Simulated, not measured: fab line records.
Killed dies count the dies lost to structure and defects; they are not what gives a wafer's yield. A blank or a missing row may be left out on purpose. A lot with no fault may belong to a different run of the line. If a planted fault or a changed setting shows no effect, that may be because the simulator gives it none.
Matching of chambers :: flow sky130 :: SKY_VIA2_ETCH_15 on rie-diel-02: 4 sister chambers
The step etches SiO2 in C4F8/O2/Ar, stops on TiN, target depth 546 nm, time 84 s. 8 wafers are shown with their chamber, then 9 later ones without.

EACH WAFER AND ITS CHAMBER
wafer: L086.2
chamber: 3
oes-product-au (a.u.): 0.935

wafer: L086.3
chamber: 0
oes-product-au (a.u.): 0.933

wafer: L086.4
chamber: 2
oes-product-au (a.u.): 0.933

wafer: L086.5
chamber: 2
oes-product-au (a.u.): 0.946

wafer: L086.6
chamber: 1
oes-product-au (a.u.): 0.938

wafer: L095.1
chamber: 0
oes-product-au (a.u.): 0.929

wafer: L095.2
chamber: 3
oes-product-au (a.u.): 0.937

wafer: L095.3
chamber: 1
oes-product-au (a.u.): 0.935

WAFERS WITH NO CHAMBER GIVEN
wafer: L095.4
oes-product-au (a.u.): 0.935

wafer: L095.5
oes-product-au (a.u.): 0.935

wafer: L095.6
oes-product-au (a.u.): 0.945

wafer: L094.3
oes-product-au (a.u.): 0.936

wafer: L094.4
oes-product-au (a.u.): 0.939

wafer: L094.5
oes-product-au (a.u.): 0.944

wafer: L096.1
oes-product-au (a.u.): 0.938

wafer: L096.3
oes-product-au (a.u.): 0.941

wafer: L096.4
oes-product-au (a.u.): 0.938

EACH ONE'S CHAMBER
wafer: L095.4
from the rows above: can't be placed: 3 or 1 or 0 or 2
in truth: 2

wafer: L095.5
from the rows above: can't be placed: 3 or 1 or 0 or 2
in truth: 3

wafer: L095.6
from the rows above: can't be placed: 2 or 1 or 3 or 0
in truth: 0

wafer: L094.3
from the rows above: can't be placed: 3 or 1 or 2 or 0
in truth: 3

wafer: L094.4
from the rows above: can't be placed: 2 or 1 or 3 or 0
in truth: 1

wafer: L094.5
from the rows above: can't be placed: 2 or 1 or 3 or 0
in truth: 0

wafer: L096.1
from the rows above: can't be placed: 1 or 2 or 3 or 0
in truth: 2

wafer: L096.3
from the rows above: can't be placed: 2 or 1 or 3 or 0
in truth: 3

wafer: L096.4
from the rows above: can't be placed: 1 or 2 or 3 or 0
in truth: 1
0 of 9 placed correctly. Not placeable from these rows: 9 (in 9, the candidates include the true chamber). Placed wrongly: 0.
How it was worked out, from the rows above alone: a wafer's distance from a chamber is the root of the sum, over the readings, of the square of ((its reading less the chamber's mean) divided by the reading's scatter). The wafer belongs to the nearest chamber; if the next one is less than 2 further off, it can't be placed. Each chamber's mean is taken over the wafers shown for it. The scatter: the root of (the sum of the squares of (reading less its chamber's mean) over the shown wafers, divided by (wafers less chambers)).
